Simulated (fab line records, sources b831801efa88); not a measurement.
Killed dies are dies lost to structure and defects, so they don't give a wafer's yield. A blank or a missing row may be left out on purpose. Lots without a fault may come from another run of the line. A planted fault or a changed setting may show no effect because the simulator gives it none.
Which tool did it? | flow gf180mcu | 15 lots, 45 wafers sampled, at 1 step of a route of 602

WHAT THE GAUGES READ, wafer by wafer
GF_M2_THK_MEAS_06: measures by xrf. Usual: M2_ALCU_THK 446 nm, standard deviation 6.2.
lot  | measured     | on            | M2_ALCU_THK (nm) | flag
L315 | day 18 10:15 | film_metro-04 | 458 449 449      |
L317 | day 19 09:01 | film_metro-02 | 446 444 454      |
L318 | day 19 16:16 | film_metro-01 | 445 450 453      |
L319 | day 20 03:13 | film_metro-02 | 439 449 441      |
L321 | day 21 00:42 | film_metro-04 | 438 451 443      |
L324 | day 22 01:40 | film_metro-04 | 426 440 443      |
L325 | day 22 06:55 | film_metro-02 | 446 452 453      |
L326 | day 22 15:36 | film_metro-04 | 444 445 449      |
L327 | day 23 02:32 | film_metro-04 | 431 443 441      |
L328 | day 23 11:52 | film_metro-01 | 454 439 451      |
L329 | day 23 21:53 | film_metro-04 | 450 448 443      |
L334 | day 25 08:11 | film_metro-02 | 451 454 446      |
L335 | day 25 16:08 | film_metro-01 | 441 444 438      |
L336 | day 25 20:38 | film_metro-02 | 436 433 432      |
L337 | day 26 09:16 | film_metro-02 | 440 436 447      |

WHICH TOOL RAN EACH LOT (tool, then ch and the chambers of the sampled wafers, then the start)
The record holds no process step before these readings.

WHAT THE TOOLS THEMSELVES READ (means of the sampled wafers that have a number; where no wafer has one, the mark that the record gives instead)
The record holds no such reading with a usual standard deviation.

THE ANSWER, worked out from the rows above alone
Rule: a lot is off if the mean of its wafers that have a number lies more than 3 standard deviations from the usual mean. A lot without any number at a reading at which 4 lots or more have one is off too. The other lots that the step has rows for count as sound. The gauges are gone through in route order, then the tools' own readings, and for those a lot's mean is taken as printed above. The first step at which some lot is off is used, and at that step the reading that is off furthest; a lot without a number counts as furthest.
No lot is off at any reading shown: from this, nothing can be told.

WHAT THE SIMULATOR HAD PUT IN
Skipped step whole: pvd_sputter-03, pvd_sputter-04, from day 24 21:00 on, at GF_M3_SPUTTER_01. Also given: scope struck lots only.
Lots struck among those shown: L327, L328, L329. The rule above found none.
